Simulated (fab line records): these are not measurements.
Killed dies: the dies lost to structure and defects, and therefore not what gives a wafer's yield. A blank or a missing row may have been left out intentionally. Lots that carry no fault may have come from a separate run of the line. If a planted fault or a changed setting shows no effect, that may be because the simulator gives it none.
8D (eight disciplines) problem report, filled in by code || flow gf180mcu || the parts of the form that need people (team, actions taken, sign-off) are left out

## 1. WHAT WENT WRONG
M1_ALCU_THK at GF_M1_THK_MEAS_06 reads a mean of 429 nm on 1 wafer of 1 lot; wafers without a fault read 450 nm with a standard deviation of 5.1. That puts it -4.1 standard deviations away from the usual mean.
The step: measures by xrf.
First observed at day 23 09:28: wafer L385.2, on film-metro-03. At this step, 33 wafers from 11 lots have a number in the record. Rule for "out" (also "out of limits"): further than 4 standard deviations from the usual mean. All remaining wafers that have a number are taken as sound.

## 2. WHAT IT IS, WHAT IT ISN'T
{"question": "which readings at this step", "is": "M1_ALCU_THK", "is not": "-"}
{"question": "which lots", "is": "L385", "is not": "L366, L368, L369, L370, L371, L373, L374, L376, L381, L386"}
{"question": "which wafers of those lots", "is": "L385.2", "is not": "L385.1, L385.5"}
{"question": "read on which gauges", "is": "film-metro-03", "is not": "film-metro-01, film-metro-04"}
{"question": "when", "is": "from day 23 09:28", "is not": "up to then (29 sound wafers); but 3 sound wafers of L386 came after"}

## 3. WHAT RULES OUT EACH SUSPECT
Counting: if a tool at a process step up to the reading ran every lot that is out, it stays a suspect. Sound lots after the first of them don't rule it out here, since some wafers of a struck lot are sound.
- the gauge at GF_M1_THK_MEAS_06: kept. All the wafers that are out were read on film-metro-03, and no step on other tools shows them out.
- pvd-sputter-02 at GF_CONTACT_SPUTTER_22 (material Ti, target thk 15 nm, time 80.02 s): kept. It ran the lot that is out, L385 (day 22 21:14); its last sound lot up to then is L376 (day 20 01:11).
- pvd-sputter-02 at GF_CONTACT_SPUTTER_23 (material TiN, target thk 10 nm, time 40 s): kept. It ran the lot that is out, L385 (day 22 21:17); its last sound lot up to then is L376 (day 20 01:15).
- pvd-sputter-01 at GF_M1_SPUTTER_04 (material TiN, target thk 50 nm, time 41.7 s): kept. It ran the lot that is out, L385 (day 22 22:11); its last sound lot up to then is L371 (day 18 00:29).
Left after counting: pvd-sputter-02 at GF_CONTACT_SPUTTER_22, pvd-sputter-02 at GF_CONTACT_SPUTTER_23, pvd-sputter-01 at GF_M1_SPUTTER_04, film-metro-03 at GF_M1_THK_MEAS_06.

## 4. THE CAUSE (what the simulator had put in)
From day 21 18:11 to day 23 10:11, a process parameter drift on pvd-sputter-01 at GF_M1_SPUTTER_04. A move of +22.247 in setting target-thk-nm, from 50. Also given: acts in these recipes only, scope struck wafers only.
This tool is one of the 4 suspects left after counting.

## 5. SEQUENCE OF EFFECTS, ordered by route
Rows list readings where the struck wafers' mean (over those with a number) sits beyond 3 standard deviations from the usual. Only readings whose record carries a usual standard deviation are examined. hours: median over the lots of the time between each lot's start at the first step of this table that gives one and its start at this step. sigmas: the change, counted in usual standard deviations.
{"hours": 0, "step": "GF_M1_THK_MEAS_06", "reading": "M1_ALCU_THK", "usual": "450 nm", "on struck wafers": 429, "change": -21, "sigmas": -4.1}

## 6. WHAT WOULD HAVE CAUGHT IT SOONER
39 hours passed between the start of the fault at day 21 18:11 and the first reading out of limits at a measuring or inspecting step in this record, taken at day 23 09:28.
An alarm limit of 4 standard deviations would not have fired on the tool readings at GF_M1_SPUTTER_04 for which the record gives a usual standard deviation, since none of them was out on any struck wafer.
By day 23 09:28, every lot that is out (1) had started GF_M1_SPUTTER_04 on pvd-sputter-01. None of them would have been spared by holding the tool at that moment.
